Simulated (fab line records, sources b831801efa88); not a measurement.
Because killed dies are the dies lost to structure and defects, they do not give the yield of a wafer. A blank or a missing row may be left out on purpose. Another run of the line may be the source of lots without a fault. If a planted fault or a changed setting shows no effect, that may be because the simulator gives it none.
Which tool did it? ; flow gf180mcu ; 18 wafers sampled from 6 lots at 1 step of a route of 602

## WHAT EACH GAUGE READ, for each wafer
GF_M3_OVL_MEAS_15.
lot;measured;on;M3_OVL (nm)
L264;day 21 17:28;overlay-02;4 2 2
L266;day 22 08:25;overlay-02;3 2 -4
L268;day 23 07:52;overlay-02;5 -3 5
L272;day 24 15:04;overlay-01;6 2 4
L278;day 26 18:28;overlay-01;12 0 12
L285;day 28 12:50;overlay-01;9 5 6

## TOOL THAT RAN EACH LOT (tool first, then ch and the chambers of the sampled wafers, then the start)
The record shows no process step preceding these readings.

## THE ANSWER, worked out from the rows above alone
Rule: usual is defined by the lots themselves. The widest of any qualifying gaps counts: lots, ordered by their means at a reading, are off when they make up no more than a third of the lots, leave a main group of 4 or more, and stand apart from it by 3 or more times the standard deviation of that group's means. A main group whose means are all the same, to the digits that the tables above print for the reading, isn't used. Also off: a lot with no number at a reading for which 4 or more lots have one. Where the step has rows for the other lots, those lots are counted as sound.
Across all readings shown, no lot is off: no conclusion can be drawn from this.

## WHAT HAD BEEN PUT IN BY THE SIMULATOR
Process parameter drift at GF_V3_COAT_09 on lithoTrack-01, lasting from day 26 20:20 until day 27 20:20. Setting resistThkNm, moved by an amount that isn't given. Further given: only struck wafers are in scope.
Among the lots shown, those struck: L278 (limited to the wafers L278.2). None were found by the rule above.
